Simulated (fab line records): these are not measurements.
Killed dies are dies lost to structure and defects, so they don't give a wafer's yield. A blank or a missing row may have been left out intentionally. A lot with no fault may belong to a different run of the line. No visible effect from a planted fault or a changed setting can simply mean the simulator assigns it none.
Which of the tools did it?	flow gf180mcu	12 lots with 36 wafers sampled at 3 steps, on a route of 602 steps

== WHAT THE GAUGES READ, wafer by wafer ==
GF_STI_BOW_MEAS_00.
lot	measured	on	INCOMING_BOW (um)
L923	day 1 20:00	film_metro-03	5 -7 5
L924	day 2 01:02	film_metro-02	-1 2 7
L925	day 2 06:01	film_metro-01	-5 4 -11
L926	day 2 11:00	film_metro-02	1 -12 -11
L927	day 2 16:01	film_metro-03	-5 -2 -12
L929	day 3 02:01	film_metro-02	-13 6 -6
L930	day 3 07:00	film_metro-03	-3 18 -3
L932	day 3 17:02	film_metro-03	15 -9 -5
L934	day 4 03:00	film_metro-01	-5 -1 -3
L940	day 5 09:00	film_metro-01	0 1 -10
L943	day 6 00:01	film_metro-02	11 -1 0
L944	day 6 05:01	film_metro-02	-2 -1 -3

GF_VT_IMPLANT_RS_MEAS_47: a four-point-probe measurement.
lot	measured	on	NWELL_RS (ohm/sq)
L923	day 8 03:35	film_metro-02	488.8 489.2 488.9
L924	day 8 12:12	film_metro-04	489.4 489.0 490.3
L925	day 8 16:19	film_metro-01	489.1 490.3 489.2
L926	day 8 22:32	film_metro-01	488.4 487.4 486.5
L927	day 9 02:57	film_metro-04	429.0 429.0 428.3
L929	day 9 19:55	film_metro-01	490.5 491.5 490.5
L930	day 10 01:59	film_metro-02	488.9 486.8 487.2
L932	day 10 19:34	film_metro-01	429.9 430.2 429.5
L934	day 11 10:41	film_metro-04	488.0 488.0 488.7
L940	day 13 05:38	film_metro-02	490.2 487.6 487.0
L943	day 13 18:51	film_metro-04	487.3 485.9 486.6
L944	day 14 05:11	film_metro-01	489.2 489.1 489.3

== WHICH TOOL RAN EACH LOT (tool, then ch and the chambers of the sampled wafers, then the start) ==
lot	GF_NWELL_IMPLANT_09
L923	implanter-01 ch 0, day 3 17:21
L924	implanter-04 ch 0, day 3 23:59
L925	implanter-01 ch 0, day 4 05:10
L926	implanter-01 ch 0, day 4 09:52
L927	implanter-02 ch 0, day 4 14:49
L929	implanter-01 ch 0, day 5 04:40
L930	implanter-04 ch 0, day 5 08:50
L932	implanter-04 ch 0, day 5 21:22
L934	implanter-02 ch 0, day 6 09:21
L940	implanter-01 ch 0, day 7 19:43
L943	implanter-04 ch 0, day 8 06:45
L944	implanter-01 ch 0, day 8 14:03
- GF_NWELL_IMPLANT_09

== WHAT THE TOOLS THEMSELVES READ (means of the sampled wafers that have a number; where no wafer has one, the mark that the record gives instead) ==
GF_NWELL_IMPLANT_09.
lot	tool	dose_ions_cm2	tilt_deg (degrees)
L923	implanter-01	3.999e+12	0.002
L924	implanter-04	4.004e+12	-0.005
L925	implanter-01	4.004e+12	-0.026
L926	implanter-01	3.996e+12	0.015
L927	implanter-02	4.000e+12	-0.010
L929	implanter-01	3.998e+12	-0.025
L930	implanter-04	4.005e+12	0.014
L932	implanter-04	4.002e+12	0.007
L934	implanter-02	4.003e+12	-0.018
L940	implanter-01	3.999e+12	-0.006
L943	implanter-04	4.001e+12	0.007
L944	implanter-01	3.995e+12	-0.006

== THE ANSWER, worked out from the rows above alone ==
Rule: the usual values come from the lots themselves. Put in order of their means at a reading, lots are off if they are a third of the lots or fewer, leave a main group of 4 or more, and stand apart from it by a gap of 3 or more times the standard deviation of the main group's means; of several such gaps the widest counts. The tables above print the reading to a certain number of digits; a main group whose means all agree to those digits is not used. Also off: a lot with no number at a reading for which 4 or more lots have one. All remaining lots with rows at the step are treated as sound. After the gauges, taken in route order, come the tools' own readings; for these a lot's mean is taken, as printed above. At the first step where some lot is off, the reading lying furthest off is the one used; lots without a number count as furthest.
Off: L927, L932, at GF_VT_IMPLANT_RS_MEAS_47 (NWELL_RS). The main group has a mean of 488.6 ohm/sq with a standard deviation of 1.2.
If a tool, at a process step before that reading, ran all the lots that are off and no sound lot after the first of them, it fits. Those tools and the gauges at GF_VT_IMPLANT_RS_MEAS_47 are tried in the same way. None of those tried fits.

== WHAT THE SIMULATOR PUT IN ==
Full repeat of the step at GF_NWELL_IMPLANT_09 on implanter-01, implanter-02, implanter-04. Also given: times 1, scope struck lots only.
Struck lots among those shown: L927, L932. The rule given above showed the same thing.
